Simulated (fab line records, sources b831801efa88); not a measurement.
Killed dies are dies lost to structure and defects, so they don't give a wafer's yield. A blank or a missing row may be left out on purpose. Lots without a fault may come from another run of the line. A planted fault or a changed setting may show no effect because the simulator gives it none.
fab line records | flow gf180mcu | part 1 of 2: steps 1 to 31 of 45
record lots=5 wafers=15 last_day=34
route steps=602 shown STI@5 DNWELL@32 NWELL@42
lots that met no fault: from a run of the same line without faults
start_h: hours from the record's first day to the start of the lot's first wafer shown | wait_h: hours since the lot's step before | " the same as in the row above | L1.1+2: a row that stands for several wafers | - no value, or no start given | * or withheld: withheld | < > ~ a bound
route shown NAME@n: a module of which the file shows steps, and the number in the route of the first | usual: mean/standard deviation of fault-free wafers | same: alike in all rows | chamber/n: place in a boat | sites: the reading at each site | _std_site: their standard deviation | _edge_site: outer sites' mean less inner sites' | radius_mm: how far each site lies from the wafer's centre | mask NAME#n: copy n | behind: the tool/chamber that last shaped the wafer | hold: why the lot was held/for how many hours/how that ended | device: the transistor (n, p or np) that didn't switch | end of line: the same wafers' tests at the end of the route | a step without rows: its recipe alone | killed: dies lost to structure and defects at the first sort, not the wafer's yield | map: a wafer's dies, x killed, . not, _ none there
set.NAME: the setting as run; set.NAME@STEP: as run at that earlier step | model.NAME: the simulator's own value behind a step, which no gauge read
lots at some steps of the route; a table a step, a row a wafer
services: from which hour (start_h, from the record's first day; less than 0 if before it) a tool's chamber was out of use, for how many hours, and why
## steps
# step GF_STI_THK_MEAS_04
# recipe reads=Si3N4_of_STI_CVD_03
# usual STI_CVD_03_THK=207.0/2.4
# columns lot.wafer tool chamber start_h wait_h STI_CVD_03_THK[nm]
L074.2 film_metro-03 - 13.68 0.0 204.9
L074.3 " - " " 202.2
L074.4 " - " " 203.0
L078.2 film_metro-04 - 34.16 0.0 205.8
L078.4 " - " " 205.7
L078.5 " - " " 203.8
L082.1 film_metro-03 - 53.56 0.0 202.6
L082.2 " - " " 205.1
L082.5 " - " " 203.2
L086.1 film_metro-04 - 74.56 0.0 206.1
L086.3 " - " " 206.0
L086.6 " - " " 205.7
L095.1 film_metro-04 - 118.56 0.0 205.3
L095.2 " - " " 206.4
L095.6 " - " " 207.0
# step GF_STI_DEHYDRATE_05
# recipe temp_c=200 time_s=60
# columns lot.wafer tool chamber start_h wait_h
L074.2+3+4 litho_track-04 0 18.53 4.8
L078.2+4+5 litho_track-04 0 39.33 5.2
L082.1+2+5 litho_track-01 0 59.06 5.5
L086.1+3+6 litho_track-02 0 80.89 6.3
L095.1+2+6 litho_track-01 0 126.21 7.6
# step GF_STI_HMDS_06
# recipe prime_time_s=60 prime_temp_c=120
# columns lot.wafer tool chamber start_h wait_h
L074.2+3+4 litho_track-04 0 18.68 0.1
L078.2+4+5 litho_track-04 0 39.48 0.1
L082.1+2+5 litho_track-01 0 59.21 0.1
L086.1+3+6 litho_track-02 0 81.04 0.1
L095.1+2+6 litho_track-01 0 126.36 0.1
# step GF_STI_COAT_07
# recipe resist=KrF spin_rpm=withheld resist_thk_nm=700
# columns lot.wafer tool chamber start_h wait_h
L074.2+3+4 litho_track-04 0 18.83 0.1
L078.2+4+5 litho_track-04 0 39.63 0.1
L082.1+2+5 litho_track-01 0 59.36 0.1
L086.1+3+6 litho_track-02 0 81.19 0.1
L095.1+2+6 litho_track-01 0 126.51 0.1
# step GF_STI_SOFTBAKE_08
# recipe temp_c=130 time_s=60 resist=KrF
# columns lot.wafer tool chamber start_h wait_h
L074.2+3+4 litho_track-04 0 18.98 0.1
L078.2+4+5 litho_track-04 0 39.78 0.1
L082.1+2+5 litho_track-01 0 59.51 0.1
L086.1+3+6 litho_track-02 0 81.34 0.1
L095.1+2+6 litho_track-01 0 126.66 0.1
# step GF_STI_EXPOSE_09
# recipe mask_id=COMP target_cd_nm=220 na=0.68 source_shape=conventional sigma_outer=0.6 dose_mj=28
# columns lot.wafer tool chamber start_h wait_h mask
L074.2+3+4 krf_scanner-02 0 - - COMP#0
L078.2+4+5 krf_scanner-01 0 - - COMP#0
L082.1+2+5 krf_scanner-02 0 - - COMP#0
L086.1+3+6 krf_scanner-02 0 - - COMP#0
L095.1+2+6 krf_scanner-02 0 - - COMP#0
# step GF_STI_PEB_10
# recipe peb_temp_c=135 peb_time_s=90 resist=KrF
# columns lot.wafer tool chamber start_h wait_h
L074.2+3+4 litho_track-01 0 - -
L078.2+4+5 litho_track-02 0 - -
L082.1+2+5 litho_track-01 0 - -
L086.1+3+6 litho_track-02 0 - -
L095.1+2+6 litho_track-04 0 - -
# step GF_STI_DEVELOP_11
# recipe develop_time_s=60 dev_temp_c=21
# columns lot.wafer tool chamber start_h wait_h
L074.2+3+4 litho_track-01 0 25.03 0.2
L078.2+4+5 litho_track-02 0 46.17 0.2
L082.1+2+5 litho_track-01 0 65.26 0.2
L086.1+3+6 litho_track-02 0 88.34 0.2
L095.1+2+6 litho_track-04 0 133.30 0.2
# step GF_STI_CD_MEAS_12
# recipe target_cd_nm=220
# usual cd_nm=219.8/1.1
# columns lot.wafer tool chamber start_h wait_h cd_nm
L074.2 cd_sem-01 - 25.18 0.1 217.6
L074.3 " - " " 217.7
L074.4 " - " " 218.8
L078.2 cd_sem-01 - 46.31 0.1 217.9
L078.4 " - " " 218.6
L078.5 " - " " 218.7
L082.1 cd_sem-02 - 65.41 0.1 218.6
L082.2 " - " " 219.1
L082.5 " - " " 219.6
L086.1 cd_sem-01 - 88.49 0.1 219.4
L086.3 " - " " 218.9
L086.6 " - " " 218.7
L095.1 cd_sem-02 - 133.45 0.1 220.0
L095.2 " - " " 220.0
L095.6 " - " " 220.4
# step GF_STI_ETCH_13
# recipe chemistry=CHF3/O2 stop_on=Si over_etch_frac=0.3 target_depth_a=2823.1 source_w=600 bias_w=200 pressure_mtorr=40 chf3_flow_sccm=50 O2_flow_sccm=5 time_s=112.9
# usual drypump_motor_current_A=5.7/0.37 oes_product_au=0.832/0.0073 throttle_valve_pct=8.811/0.0089
# columns lot.wafer tool chamber start_h wait_h drypump_motor_current_A oes_product_au rf_hours_counter_h throttle_valve_pct
L074.2 rie_diel-03 2 25.28 0.1 6.4 0.822 40 8.802
L074.3 " 3 " " 5.6 0.809 107 8.810
L074.4 " 0 " " 6.1 0.824 129 8.816
L078.2 rie_diel-03 3 46.41 0.1 5.6 0.831 108 8.802
L078.4 " 0 " " 6.1 0.832 - 8.811
L078.5 " 3 " " 5.6 0.825 - 8.797
L082.1 rie_diel-01 2 65.53 0.1 5.9 0.825 145 8.825
L082.2 " 3 " " 5.7 0.824 99 8.795
L082.5 " 2 " " 5.9 0.828 - 8.810
L086.1 rie_diel-03 2 88.61 0.1 6.4 0.834 41 8.806
L086.3 " 3 " " 5.6 0.836 109 8.813
L086.6 " 2 " " 6.4 0.824 - 8.810
L095.1 rie_diel-01 2 133.57 0.1 5.9 0.833 146 8.810
L095.2 " 1 " " 5.3 0.828 89 8.800
L095.6 " 1 " " 5.3 0.827 - 8.815
# step GF_STI_ETCH_14
# recipe target=Si chemistry=HBr/Cl2/O2 target_depth_nm=360 icp_w=600 bias_w=150 pressure_mtorr=15 HBr_flow_sccm=150 Cl2_flow_sccm=40 O2_flow_sccm=6 time_s=102.9
# usual drypump_motor_current_A=5.5/0.44 oes_product_au=1.001/0.0088 throttle_valve_pct=25.657/0.01
# columns lot.wafer tool chamber start_h wait_h drypump_motor_current_A oes_product_au rf_hours_counter_h throttle_valve_pct
L074.2 rie_si-01 2 25.36 0.0 5.0 1.005 1 25.656
L074.3 " 1 " " 5.8 1.006 2 25.631
L074.4 " 0 " " 5.2 1.006 33 25.649
L078.2 rie_si-02 2 46.49 0.0 5.4 1.011 114 25.664
L078.4 " 2 " " 5.4 0.996 - 25.652
L078.5 " 0 " " 6.0 0.992 - 25.665
L082.1 rie_si-01 2 65.61 0.0 4.9 0.996 1 25.665
L082.2 " 1 " " 5.8 1.004 3 25.663
L082.5 " 1 " " 5.8 1.007 - 25.645
L086.1 rie_si-01 0 88.69 0.0 5.2 1.007 34 25.643
L086.3 " 2 " " 5.0 1.004 2 25.667
L086.6 " 0 " " 5.2 0.997 - 25.653
L095.1 rie_si-02 2 133.65 0.0 5.4 1.007 115 25.638
L095.2 " 3 " " 6.4 0.994 35 25.665
L095.6 " 2 " " 5.4 1.014 - 25.667
# step GF_STI_STRIP_15
# recipe chemistry=O2/N2 power_w=1400 pressure_mtorr=1500 platen_temp_c=250 o2_flow_sccm=3000 n2_flow_sccm=300 overash_fraction=0.5
# usual drypump_motor_current_A=5.8/0.36 heater_power_w=323/48 oes_product_au=0.383/0.0054 strip_time_to_endpoint_s=3.71/0.055
# columns lot.wafer tool chamber start_h wait_h drypump_motor_current_A heater_power_w oes_product_au rf_hours_counter_h strip_time_to_endpoint_s
L074.2 plasma_asher-01 1 25.43 0.0 5.9 319 0.378 18 3.72
L074.3 " 0 " " 5.9 420 0.372 - 3.61
L074.4 " 1 " " 6.0 308 0.382 - 3.79
L078.2 plasma_asher-02 1 46.56 0.0 5.6 315 0.382 41 3.60
L078.4 " 0 " " 6.0 260 0.387 - 3.75
L078.5 " 1 " " 5.6 306 0.388 - 3.65
L082.1 plasma_asher-02 1 65.68 0.0 5.6 309 0.380 43 3.70
L082.2 " 0 " " 6.0 262 0.389 43 3.73
L082.5 " 0 " " 6.0 265 0.383 - 3.70
L086.1 plasma_asher-01 0 88.76 0.0 5.9 411 0.387 25 3.78
L086.3 " 1 " " 6.0 308 0.381 - 3.65
L086.6 " 1 " " 6.0 324 0.386 - 3.74
L095.1 plasma_asher-02 1 133.73 0.0 5.6 298 0.371 2 3.66
L095.2 " 0 " " 6.0 274 0.373 2 3.77
L095.6 " 0 " " 6.0 274 0.388 - 3.74
# step GF_STI_CLEAN_16
# recipe chemistry=dHF time_s=25 dilution=100:1
# columns lot.wafer tool chamber start_h wait_h
L074.2+3+4 wet_bench-01 1 25.53 0.1
L078.2+4+5 wet_bench-02 2 46.66 0.1
L082.1+2+5 wet_bench-01 0 65.78 0.1
L086.1+3+6 wet_bench-04 3 88.86 0.1
L095.1+2+6 wet_bench-01 3 133.83 0.1
# step GF_STI_WET_ETCH_17
# recipe chemistry=H3PO4 target_depth_nm=45 temp_c=159 target=Si3N4 time_s=514
# usual bath_guard_temp_C=158.9/0.54
# columns lot.wafer tool chamber start_h wait_h bath_guard_temp_C
L074.2 wet_bench-02 3 25.55 0.0 158.9
L074.3 " 3 " " 158.7
L074.4 " 3 " " 158.6
L078.2 wet_bench-01 1 46.68 0.0 158.9
L078.4 " 1 " " 158.8
L078.5 " 1 " " 158.8
L082.1 wet_bench-04 0 65.79 0.0 157.5
L082.2 " 0 " " 158.1
L082.5 " 0 " " 158.0
L086.1 wet_bench-01 1 88.88 0.0 158.5
L086.3 " 1 " " 158.8
L086.6 " 1 " " 158.6
L095.1 wet_bench-04 0 133.86 0.0 158.1
L095.2 " 0 " " 158.0
L095.6 " 0 " " 157.7
# step GF_STI_CLEAN_18
# recipe chemistry=SC1/SC2 mix=1:4:20 temp_c=70 time_s=150
# usual bath_guard_temp_C=70.2/0.69
# columns lot.wafer tool chamber start_h wait_h bath_guard_temp_C
L074.2 wet_bench-04 0 25.70 0.0 68.9
L074.3 " 0 " " 68.8
L074.4 " 0 " " 69.0
L078.2 wet_bench-04 0 46.83 0.0 68.9
L078.4 " 0 " " 68.9
L078.5 " 0 " " 68.7
L082.1 wet_bench-02 2 65.95 0.0 70.4
L082.2 " 2 " " 70.7
L082.5 " 2 " " 71.0
L086.1 wet_bench-02 1 89.04 0.0 71.1
L086.3 " 1 " " 70.8
L086.6 " 1 " " 70.8
L095.1 wet_bench-02 0 134.01 0.0 70.4
L095.2 " 0 " " 70.1
L095.6 " 0 " " 70.5
# step GF_STI_CLEAN_19
# recipe chemistry=dHF time_s=20 dilution=100:1
# columns lot.wafer tool chamber start_h wait_h
L074.2+3+4 wet_bench-01 0 25.75 0.0
L078.2+4+5 wet_bench-02 1 46.88 0.0
L082.1+2+5 wet_bench-01 0 66.00 0.0
L086.1+3+6 wet_bench-04 2 89.09 0.0
L095.1+2+6 wet_bench-01 3 134.06 0.0
# step GF_STI_WET_ETCH_20
# recipe chemistry=dHF dilution=100:1 target_depth_nm=20 temp_c=25 dry=ipa_marangoni target=SiO2 time_s=400
# columns lot.wafer tool chamber start_h wait_h
L074.2+3+4 wet_bench-02 2 25.77 0.0
L078.2+4+5 wet_bench-01 1 46.90 0.0
L082.1+2+5 wet_bench-04 2 66.01 0.0
L086.1+3+6 wet_bench-01 0 89.11 0.0
L095.1+2+6 wet_bench-04 3 134.09 0.0
# step GF_STI_OXIDATION_21
# recipe temp_c=1000 ambient=O2 stabilise_s=600 purge_s=300 target_thk_a=150 ox_time_s=458
# usual zone_power_centre_pct=23.2/1.6
# same ox_time_s=458
# columns lot.wafer tool chamber start_h wait_h zone_power_centre_pct
L074.2 furnace-01 0 26.97 1.1 21.0
L074.3 " 0 " " 20.9
L074.4 " 0 " " 21.4
L078.2 furnace-02 0 47.02 0.0 24.2
L078.4 " 0 " " 24.7
L078.5 " 0 " " 24.6
L082.1 furnace-02 0 66.51 0.4 24.4
L082.2 " 0 " " 24.2
L082.5 " 0 " " 23.8
L086.1 furnace-02 0 89.24 0.0 24.4
L086.3 " 0 " " 24.2
L086.6 " 0 " " 24.5
L095.1 furnace-02 0 134.21 0.0 24.3
L095.2 " 0 " " 24.7
L095.6 " 0 " " 24.1
# step GF_STI_THK_MEAS_22
# recipe reads=SiO2_of_STI_OXIDATION_21
# usual STI_OXIDATION_01_THK=15.1/0.3
# columns lot.wafer tool chamber start_h wait_h STI_OXIDATION_01_THK[nm]
L074.2 film_metro-01 - 28.14 0.0 14.3
L074.3 " - " " 14.5
L074.4 " - " " 14.4
L078.2 film_metro-03 - 48.16 0.0 14.5
L078.4 " - " " 14.7
L078.5 " - " " 14.6
L082.1 film_metro-03 - 67.64 0.0 15.5
L082.2 " - " " 15.4
L082.5 " - " " 15.2
L086.1 film_metro-01 - 90.36 0.0 15.4
L086.3 " - " " 15.5
L086.6 " - " " 15.1
L095.1 film_metro-03 - 135.34 0.0 15.0
L095.2 " - " " 15.1
L095.6 " - " " 15.1
# step GF_STI_CVD_23
# recipe material=SiO2 target_thk_nm=650 sigma_open_frac=0.3 time_s=108.3 temp_c=600 sih4_flow_sccm=60 pressure_mtorr=6
# usual pressure_mtorr=6.001/0.013
# columns lot.wafer tool chamber start_h wait_h pressure_mtorr
L074.2 hdpcvd-02 2 28.19 0.0 6.009
L074.3 " 0 " " 6.002
L074.4 " 1 " " 5.979
L078.2 hdpcvd-02 1 48.21 0.0 5.992
L078.4 " 2 " " 5.982
L078.5 " 0 " " 5.988
L082.1 hdpcvd-01 2 67.70 0.1 6.005
L082.2 " 1 " " 5.997
L082.5 " 1 " " 6.015
L086.1 hdpcvd-02 1 90.42 0.1 5.992
L086.3 " 0 " " 5.985
L086.6 " 0 " " 5.997
L095.1 hdpcvd-02 1 135.40 0.1 6.005
L095.2 " 2 " " 5.993
L095.6 " 1 " " 5.997
# step GF_STI_THK_MEAS_24
# recipe reads=SiO2_of_STI_CVD_23
# usual STI_CVD_23_THK=653/6.1
# columns lot.wafer tool chamber start_h wait_h STI_CVD_23_THK[nm]
L074.2 film_metro-04 - 28.28 0.0 657
L074.3 " - " " 650
L074.4 " - " " 645
L078.2 film_metro-04 - 48.29 0.0 657
L078.4 " - " " 658
L078.5 " - " " 646
L082.1 film_metro-04 - 67.78 0.0 645
L082.2 " - " " 640
L082.5 " - " " 641
L086.1 film_metro-03 - 90.50 0.0 654
L086.3 " - " " 662
L086.6 " - " " 644
L095.1 film_metro-04 - 135.47 0.0 645
L095.2 " - " " 639
L095.6 " - " " 650
# step GF_STI_CMP_25
# recipe stop_on=Si3N4 t_overpolish_s=33 down_force_psi=4 platen_rpm=60 target_thk_nm=524.6 pad_velocity_m_s=0.94248
# usual edge_zone_pressure_frac=1.000/0.0051 motor_current_A=11.6/0.9 overpolish_run_s=33.000/0.0092 time_to_endpoint_s=123/4.8
# columns lot.wafer tool chamber start_h wait_h edge_zone_pressure_frac motor_current_A overpolish_run_s time_to_endpoint_s
L074.3 cmp-01 1 28.33 0.0 0.996 13.0 33.000 124
L074.4 " 2 " " 1.009 10.7 33.016 124
L074.2 " 0 " " 0.998 10.6 32.987 129
L078.2 cmp-01 2 48.44 0.1 1.003 10.6 32.998 124
L078.4 " 3 " " 1.002 14.3 33.023 133
L078.5 " 1 " " 1.008 12.2 33.005 126
L082.1 cmp-01 0 67.84 0.1 0.993 10.7 33.011 126
L082.2 " 3 " " 1.003 13.9 33.001 117
L082.5 " 0 " " 0.995 10.1 33.013 124
L086.3 cmp-01 1 90.66 0.1 1.001 12.2 32.985 120
L086.1 " 2 " " 1.002 10.9 33.002 118
L086.6 " 0 " " 1.000 10.6 33.005 122
L095.2 cmp-01 2 135.53 0.0 1.005 10.8 33.004 122
L095.1 " 3 " " 1.005 14.1 32.986 116
L095.6 " 2 " " 0.999 10.6 32.989 122
# step GF_STI_WET_ETCH_26
# recipe chemistry=dHF target_depth_nm=94 target=SiO2 temp_c=25 dilution=10:1 time_s=188
# columns lot.wafer tool chamber start_h wait_h
L074.2+3+4 wet_bench-04 1 28.63 0.1
L078.2+4+5 wet_bench-02 2 48.64 0.1
L082.1+2+5 wet_bench-01 1 68.14 0.2
L086.1+3+6 wet_bench-04 1 90.86 0.1
L095.1+2+6 wet_bench-02 1 135.83 0.2
# step GF_STI_WET_ETCH_27
# recipe chemistry=H3PO4 target_depth_nm=160 target=Si3N4 temp_c=160 time_s=1825
# usual bath_guard_temp_C=160.1/0.6
# columns lot.wafer tool chamber start_h wait_h bath_guard_temp_C
L074.2 wet_bench-02 1 28.69 0.0 161.1
L074.3 " 1 " " 161.0
L074.4 " 1 " " 161.1
L078.2 wet_bench-01 3 48.70 0.0 159.7
L078.4 " 3 " " 159.9
L078.5 " 3 " " 159.9
L082.1 wet_bench-04 0 68.20 0.0 158.8
L082.2 " 0 " " 159.0
L082.5 " 0 " " 158.8
L086.1 wet_bench-02 2 90.92 0.0 160.7
L086.3 " 2 " " 160.9
L086.6 " 2 " " 160.5
L095.1 wet_bench-04 2 135.89 0.0 161.0
L095.2 " 2 " " 160.9
L095.6 " 2 " " 161.2
# step GF_STI_WET_ETCH_28
# recipe chemistry=dHF target_depth_nm=20 dry=ipa_marangoni target=SiO2 temp_c=25 dilution=10:1 time_s=40
# columns lot.wafer tool chamber start_h wait_h
L074.2+3+4 wet_bench-04 1 29.21 0.0
L078.2+4+5 wet_bench-02 1 49.22 0.0
L082.1+2+5 wet_bench-01 0 68.71 0.0
L086.1+3+6 wet_bench-01 3 91.44 0.0
L095.1+2+6 wet_bench-02 1 136.41 0.0
# step GF_STI_OXIDATION_29
# recipe temp_c=900 ambient=O2 stabilise_s=600 purge_s=300 target_thk_a=100 ox_time_s=1418
# usual zone_power_centre_pct=18.2/1.3
# same ox_time_s=1418
# columns lot.wafer tool chamber start_h wait_h zone_power_centre_pct
L074.2 furnace-01 0 29.41 0.2 16.7
L074.3 " 0 " " 16.9
L074.4 " 0 " " 16.6
L078.2 furnace-02 0 49.24 0.0 19.7
L078.4 " 0 " " 19.5
L078.5 " 0 " " 19.3
L082.1 furnace-01 0 68.73 0.0 17.0
L082.2 " 0 " " 16.7
L082.5 " 0 " " 16.7
L086.1 furnace-02 0 91.76 0.3 19.7
L086.3 " 0 " " 19.4
L086.6 " 0 " " 19.5
L095.1 furnace-01 0 136.43 0.0 16.4
L095.2 " 0 " " 16.7
L095.6 " 0 " " 16.6
# step GF_STI_THK_MEAS_30
# recipe reads=SiO2_of_STI_OXIDATION_29
# usual STI_OXIDATION_02_THK=10.05/0.18
# columns lot.wafer tool chamber start_h wait_h STI_OXIDATION_02_THK[nm]
L074.2 film_metro-01 - 30.82 0.0 9.91
L074.3 " - " " 10.00
L074.4 " - " " 9.93
L078.2 film_metro-03 - 50.64 0.0 10.27
L078.4 " - " " 10.27
L078.5 " - " " 10.21
L082.1 film_metro-01 - 70.13 0.0 10.22
L082.2 " - " " 9.89
L082.5 " - " " 10.06
L086.1 film_metro-04 - 93.15 0.0 10.13
L086.3 " - " " 10.01
L086.6 " - " " 10.06
L095.1 film_metro-04 - 137.82 0.0 9.97
L095.2 " - " " 10.21
L095.6 " - " " 9.97
# step GF_DNWELL_DEHYDRATE_00
# recipe temp_c=200 time_s=60
# columns lot.wafer tool chamber start_h wait_h
L074.2+3+4 litho_track-02 0 36.77 5.9
L078.2+4+5 litho_track-04 0 56.23 5.6
L082.1+2+5 litho_track-04 0 76.65 6.5
L086.1+3+6 litho_track-04 0 99.20 6.0
L095.1+2+6 litho_track-02 0 145.84 8.0
# step GF_DNWELL_HMDS_01
# recipe prime_time_s=60 prime_temp_c=120
# columns lot.wafer tool chamber start_h wait_h
L074.2+3+4 litho_track-02 0 36.92 0.1
L078.2+4+5 litho_track-04 0 56.38 0.1
L082.1+2+5 litho_track-04 0 76.80 0.1
L086.1+3+6 litho_track-04 0 99.35 0.1
L095.1+2+6 litho_track-02 0 145.99 0.1
# step GF_DNWELL_COAT_02
# recipe spin_rpm=2000 resist_thk_nm=3000
# usual spin_speed_rpm=1999.7/1.5
# columns lot.wafer tool chamber start_h wait_h spin_speed_rpm
L074.2 litho_track-02 0 37.07 0.1 2000.3
L074.3 " 0 " " 2000.7
L074.4 " 0 " " 1999.1
L078.2 litho_track-04 0 56.53 0.1 2000.5
L078.4 " 0 " " 1999.7
L078.5 " 0 " " 1998.0
L082.1 litho_track-04 0 76.95 0.1 1998.6
L082.2 " 0 " " 1999.6
L082.5 " 0 " " 1996.5
L086.1 litho_track-04 0 99.50 0.1 1998.2
L086.3 " 0 " " 2001.6
L086.6 " 0 " " 2000.0
L095.1 litho_track-02 0 146.14 0.1 2002.1
L095.2 " 0 " " 1998.7
L095.6 " 0 " " 1998.2
# step GF_DNWELL_SOFTBAKE_03
# recipe temp_c=110 time_s=withheld
# columns lot.wafer tool chamber start_h wait_h
L074.2+3+4 litho_track-02 0 37.22 0.1
L078.2+4+5 litho_track-04 0 56.69 0.1
L082.1+2+5 litho_track-04 0 77.10 0.1
L086.1+3+6 litho_track-04 0 99.65 0.1
L095.1+2+6 litho_track-02 0 146.29 0.1
